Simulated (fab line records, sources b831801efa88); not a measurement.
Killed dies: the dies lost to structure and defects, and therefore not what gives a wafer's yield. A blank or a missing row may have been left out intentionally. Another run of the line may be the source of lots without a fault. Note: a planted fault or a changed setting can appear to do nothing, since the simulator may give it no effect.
fab line records	flow sfq-line
record lots=14	wafers=42	last-day=91
route steps=325 shown M3@131 M4@161 I4@171
lots with no fault: from the same line, run without faults
start-h: hours from the record's first day to the start of the lot's first wafer shown	wait-h: how many hours have passed since the lot's step before this one	" as in the row above	L1.1+2: one row covering several wafers at once	- no value, or no start was given	* or withheld: withheld	< > ~ a bound
route shown NAME@n: names a module that has steps shown in the file, with the first one's number in the route	usual: the fault-free wafers' mean and standard deviation	same: alike in all rows	chamber/n: place in a boat	sites: each site's reading	_std_site: their standard deviation	_edge_site: outer sites' mean less inner sites'	radius-mm: how far each site lies from the wafer's centre	mask NAME#n: copy n	behind: the last tool/chamber to shape the wafer	hold: why the lot went on hold/how many hours it stayed there/how the hold came to an end	device: the transistor (n, p or np) that didn't switch	end of line: the route-end tests of the same wafers	a step given without rows: its recipe and nothing more	killed: dies lost to structure and defects at the first sort, not the wafer's yield	map: dies across one wafer; x = killed, . = not, _ = none there
set.NAME: the run value of the setting; set.NAME@STEP: its run value at that earlier step	model.NAME: the simulator's own value behind a step, which no gauge read
a sample of lots followed through the steps of the route, with each step as a table and each wafer as a row
services: the hour from which a tool's chamber was out of use, counted from the record's first day as start-h (under 0 if before that day), plus the number of hours and why
## steps
# step SFQ_TRILAYER_M3_STRIP_STRIP_079
# recipe gas=O2	power-w=200	platen-temp-c=40	overash-fraction=0.65	chemistry=O2	pressure-mtorr=50
# usual drypump-motor-current-A=6.0/0.49	oes-product-au=1.004/0.0077
# same overash-fraction=0.65
lot.wafer	tool	chamber	start-h	wait-h	drypump-motor-current-A	oes-product-au	rf-hours-counter-h
L235.2	rie-metal-04	0	917.30	0.1	6.2	0.998	128
L235.4	"	1	"	"	6.2	1.017	-
L235.5	"	0	"	"	6.2	1.002	-
L236.3	rie-metal-02	1	928.31	0.2	5.1	1.009	-
L236.5	"	1	"	"	5.1	1.009	-
L236.6	"	0	"	"	6.3	0.999	-
L238.4	rie-metal-01	1	934.31	0.2	6.5	0.998	-
L238.5	"	1	"	"	6.6	1.004	-
L238.6	"	0	"	"	5.5	1.007	-
L239.1	rie-metal-01	1	936.51	0.1	6.5	0.989	112
L239.4	"	0	"	"	5.5	0.989	-
L239.6	"	0	"	"	5.5	0.988	-
L241.2	rie-metal-02	1	942.51	0.1	5.1	1.002	100
L241.4	"	0	"	"	6.3	1.002	-
L241.6	"	1	"	"	5.1	0.996	-
L242.3	rie-metal-04	1	945.13	0.2	6.2	1.016	-
L242.4	"	0	"	"	6.2	0.989	-
L242.6	"	1	"	"	6.2	1.003	-
L243.1	rie-metal-02	0	950.50	0.1	6.3	1.012	22
L243.2	"	1	"	"	5.1	1.004	101
L243.6	"	0	"	"	6.3	1.000	-
L245.1	rie-metal-04	1	990.55	0.1	6.2	0.993	85
L245.2	"	0	"	"	6.2	1.011	3
L245.4	"	1	"	"	6.2	1.005	-
L249.1	rie-metal-04	0	1015.88	0.1	6.1	1.010	6
L249.2	"	1	"	"	6.2	1.013	88
L249.5	"	0	"	"	6.2	1.002	-
L252.1	rie-metal-04	1	1049.28	0.1	6.2	1.016	93
L252.4	"	1	"	"	6.2	1.028	-
L252.6	"	0	"	"	6.2	1.016	-
L253.1	rie-metal-02	1	1050.48	0.1	5.1	0.989	117
L253.2	"	0	"	"	6.3	0.999	37
L253.4	"	0	"	"	6.3	0.996	-
L256.2	rie-metal-01	1	1075.64	0.1	6.6	0.984	4
L256.3	"	1	"	"	6.6	0.994	-
L256.4	"	0	"	"	5.5	0.995	-
L257.1	rie-metal-04	1	1105.61	0.1	6.2	1.017	101
L257.5	"	0	"	"	6.2	1.008	-
L257.6	"	1	"	"	6.2	1.011	-
L258.2	rie-metal-04	1	1112.81	0.1	6.2	1.021	103
L258.3	"	1	"	"	6.2	1.014	-
L258.5	"	0	"	"	6.2	1.013	-
# step SFQ_TRILAYER_M4_STRIP_STRIP_097
# recipe gas=O2	power-w=200	platen-temp-c=40	overash-fraction=0.65	chemistry=O2	pressure-mtorr=50
# usual drypump-motor-current-A=5.7/0.49	oes-product-au=1.001/0.0093
# same overash-fraction=0.65
lot.wafer	tool	chamber	start-h	wait-h	drypump-motor-current-A	oes-product-au	rf-hours-counter-h
L235.2	rie-metal-04	0	1068.30	0.1	6.2	1.007	15
L235.4	"	0	"	"	6.2	1.016	-
L235.5	"	0	"	"	6.2	1.015	-
L236.3	rie-metal-02	1	1078.29	0.2	5.1	1.005	-
L236.5	"	0	"	"	6.3	0.996	-
L236.6	"	1	"	"	5.1	1.003	-
L238.4	rie-metal-02	1	1084.00	0.2	5.1	1.000	-
L238.5	"	0	"	"	6.3	0.997	-
L238.6	"	1	"	"	5.1	1.002	-
L239.1	rie-metal-04	0	1086.32	0.1	6.2	1.012	18
L239.4	"	1	"	"	6.2	1.006	-
L239.6	"	0	"	"	6.2	1.007	-
L241.2	rie-metal-02	1	1100.81	0.1	5.1	1.008	124
L241.4	"	0	"	"	6.3	0.996	-
L241.6	"	0	"	"	6.3	1.005	-
L242.3	rie-metal-03	1	1107.01	0.2	5.2	0.992	-
L242.4	"	0	"	"	5.5	0.983	-
L242.6	"	1	"	"	5.3	0.985	-
L243.1	rie-metal-03	1	1109.21	0.1	5.2	0.991	97
L243.2	"	0	"	"	5.5	0.990	122
L243.6	"	0	"	"	5.5	0.990	-
L245.1	rie-metal-03	0	1151.37	0.1	5.5	0.999	130
L245.2	"	1	"	"	5.2	1.002	105
L245.4	"	1	"	"	5.3	1.002	-
L249.1	rie-metal-04	1	1176.12	0.1	6.2	1.004	115
L249.2	"	0	"	"	6.2	0.995	34
L249.5	"	1	"	"	6.2	0.999	-
L252.1	rie-metal-04	1	1200.90	0.1	6.2	1.013	118
L252.4	"	1	"	"	6.2	1.016	-
L252.6	"	1	"	"	6.2	1.007	-
L253.1	rie-metal-03	0	1205.12	0.1	5.5	0.988	0
L253.2	"	1	"	"	5.2	0.980	110
L253.4	"	1	"	"	5.2	0.988	-
L256.2	rie-metal-03	0	1220.76	0.1	5.5	1.001	3
L256.3	"	0	"	"	5.5	1.007	-
L256.4	"	1	"	"	5.3	0.999	-
L257.1	rie-metal-02	1	1244.62	0.1	5.1	1.006	7
L257.5	"	0	"	"	6.3	1.008	-
L257.6	"	1	"	"	5.1	1.001	-
L258.2	rie-metal-02	1	1245.96	0.1	5.1	0.996	7
L258.3	"	1	"	"	5.1	1.003	-
L258.5	"	0	"	"	6.3	1.008	-
# step SFQ_TRILAYER_I4_VIA_LITHO_PEB_106
# recipe peb-temp-c=115	peb-time-s=60	resist=KrF
# usual heater-power-total-W=79.16/0.061	plate-temp-C=115.01/0.11
lot.wafer	tool	chamber	start-h	wait-h	heater-power-total-W	plate-temp-C
L235.2	litho-track-01	0	1213.09	0.8	79.08	114.99
L235.4	"	0	"	"	79.09	114.86
L235.5	"	0	"	"	79.17	115.05
L236.3	litho-track-03	0	1219.12	0.7	79.19	114.90
L236.5	"	0	"	"	79.18	115.10
L236.6	"	0	"	"	79.00	115.11
L238.4	litho-track-01	0	1223.94	0.5	79.16	115.16
L238.5	"	0	"	"	79.13	115.12
L238.6	"	0	"	"	79.20	115.09
L239.1	litho-track-01	0	1226.27	1.0	79.09	115.06
L239.4	"	0	"	"	79.21	114.99
L239.6	"	0	"	"	79.16	114.90
L241.2	litho-track-01	0	1235.69	0.8	79.06	115.14
L241.4	"	0	"	"	79.19	115.19
L241.6	"	0	"	"	79.18	115.22
L242.3	litho-track-03	0	1243.04	0.7	79.16	115.08
L242.4	"	0	"	"	79.22	115.06
L242.6	"	0	"	"	79.15	114.94
L243.1	litho-track-04	0	1246.59	1.0	79.28	115.06
L243.2	"	0	"	"	79.19	115.04
L243.6	"	0	"	"	79.14	115.05
L245.1	litho-track-03	0	1280.19	1.0	79.07	114.79
L245.2	"	0	"	"	79.18	114.83
L245.4	"	0	"	"	79.05	114.89
L249.1	litho-track-04	0	1317.93	1.0	79.12	115.08
L249.2	"	0	"	"	79.06	115.05
L249.5	"	0	"	"	79.29	114.99
L252.1	litho-track-01	0	1341.42	1.0	79.18	115.12
L252.4	"	0	"	"	79.19	115.08
L252.6	"	0	"	"	79.15	115.18
L253.1	litho-track-01	0	1348.62	1.0	81.78	118.02
L253.2	"	0	"	"	81.70	118.04
L253.4	"	0	"	"	81.83	118.01
L256.2	litho-track-01	0	1361.85	0.8	81.79	117.99
L256.3	"	0	"	"	81.64	117.96
L256.4	"	0	"	"	81.73	117.89
L257.1	litho-track-03	0	1381.02	1.0	79.16	115.18
L257.5	"	0	"	"	79.22	115.02
L257.6	"	0	"	"	79.15	115.20
L258.2	litho-track-03	0	1384.65	0.8	79.12	114.99
L258.3	"	0	"	"	79.24	115.03
L258.5	"	0	"	"	79.13	114.96
# step SFQ_TRILAYER_I4_VIA_STRIP_STRIP_107
# recipe gas=O2	power-w=200	platen-temp-c=40	overash-fraction=0.65	chemistry=O2	pressure-mtorr=50
# usual drypump-motor-current-A=5.8/0.47	oes-product-au=1.005/0.0076
# same overash-fraction=0.65
lot.wafer	tool	chamber	start-h	wait-h	drypump-motor-current-A	oes-product-au	rf-hours-counter-h
L235.2	rie-metal-04	0	1213.55	-	6.1	1.013	39
L235.4	"	0	"	"	6.1	1.005	-
L235.5	"	1	"	"	6.2	1.010	-
L236.3	rie-metal-03	1	1219.75	-	5.2	1.001	-
L236.5	"	0	"	"	5.5	1.014	-
L236.6	"	1	"	"	5.2	0.996	-
L238.4	rie-metal-03	1	1224.55	-	5.2	0.991	-
L238.5	"	1	"	"	5.2	0.994	-
L238.6	"	0	"	"	5.5	1.009	-
L239.1	rie-metal-03	0	1226.75	-	5.5	1.005	4
L239.4	"	1	"	"	5.2	0.994	-
L239.6	"	0	"	"	5.5	0.996	-
L241.2	rie-metal-03	1	1236.15	-	5.3	1.005	115
L241.4	"	1	"	"	5.2	0.998	-
L241.6	"	0	"	"	5.4	1.010	-
L242.3	rie-metal-04	0	1243.68	-	6.2	1.015	-
L242.4	"	1	"	"	6.2	1.010	-
L242.6	"	1	"	"	6.2	1.008	-
L243.1	rie-metal-01	1	1247.08	-	6.5	1.009	32
L243.2	"	0	"	"	5.5	1.008	114
L243.6	"	0	"	"	5.5	1.005	-
L245.1	rie-metal-01	1	1280.68	-	6.5	1.002	38
L245.2	"	0	"	"	5.5	0.995	119
L245.4	"	0	"	"	5.5	0.994	-
L249.1	rie-metal-04	0	1318.42	-	6.2	1.007	54
L249.2	"	1	"	"	6.2	1.016	135
L249.5	"	0	"	"	6.2	0.995	-
L252.1	rie-metal-03	0	1341.91	-	5.5	1.009	20
L252.4	"	0	"	"	5.5	1.005	-
L252.6	"	0	"	"	5.5	1.006	-
L253.1	rie-metal-01	1	1349.11	-	6.6	1.002	49
L253.2	"	0	"	"	5.5	1.004	131
L253.4	"	1	"	"	6.6	0.998	-
L256.2	rie-metal-03	0	1362.31	-	5.5	1.005	24
L256.3	"	1	"	"	5.3	0.996	-
L256.4	"	0	"	"	5.5	1.016	-
L257.1	rie-metal-01	0	1381.51	-	5.5	0.996	136
L257.5	"	1	"	"	6.6	1.012	-
L257.6	"	0	"	"	5.5	0.998	-
L258.2	rie-metal-04	0	1385.31	-	6.2	1.003	-
L258.3	"	0	"	"	6.2	0.997	-
L258.5	"	0	"	"	6.1	1.002	-
## services
tool	chamber	start-h	hours	kind
rie-metal-04	-	922.10	1.0	repair
rie-metal-04	0	958.79	-	clean
rie-metal-04	0	958.79	16.4	scheduled-down
rie-metal-04	0	958.79	16.4	vent-cycle
rie-metal-03	-	1006.74	2.8	pm
rie-metal-04	-	1019.55	0.8	repair
rie-metal-04	1	1024.05	4.6	repair
rie-metal-02	1	1105.74	16.0	repair
rie-metal-02	0	1106.22	29.3	repair
rie-metal-04	0	1146.41	3.1	repair
rie-metal-01	0	1146.74	1.1	repair
rie-metal-02	0	1152.47	6.4	repair
rie-metal-03	-	1153.86	14.6	pm
rie-metal-03	-	1168.46	10.0	pm
rie-metal-02	1	1169.20	1.1	repair
rie-metal-03	-	1268.83	1.4	pm
rie-metal-03	0	1272.26	9.1	repair
rie-metal-02	-	1274.28	0.3	repair
rie-metal-03	-	1297.81	2.5	repair
rie-metal-04	-	1312.11	2.2	repair
rie-metal-02	0	1347.11	6.4	repair
rie-metal-04	1	1382.47	-	clean
rie-metal-04	1	1382.47	-	consumable-replace:focus-ring
rie-metal-04	1	1382.47	17.4	scheduled-down
## key
first-sign step=SFQ_TRILAYER_I4_VIA_LITHO_PEB_106	reading=heater-power-total-W	direction=up	sigmas=42	usual=79.16	struck=81.75
effect step=SFQ_TRILAYER_I4_VIA_LITHO_PEB_106	reading=plate-temp-C	direction=up	sigmas=27	usual=*	struck=*
met-at SFQ_TRILAYER_I4_VIA_LITHO_PEB_106
struck-lots L253,L256
not-acting-at SFQ_TRILAYER_M3_STRIP_STRIP_079,SFQ_TRILAYER_M4_STRIP_STRIP_097,SFQ_TRILAYER_I4_VIA_STRIP_STRIP_107
onset-between 1341.42 1348.62
fault kind=process-parameter-drift	tool=litho-track-01	chamber=-	onset-h=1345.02	steps=SFQ_TRILAYER_I4_VIA_LITHO_PEB_106	channel=peb-temp-c	offset=*	shape=step	end-h=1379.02	acts-in=*	stated=*
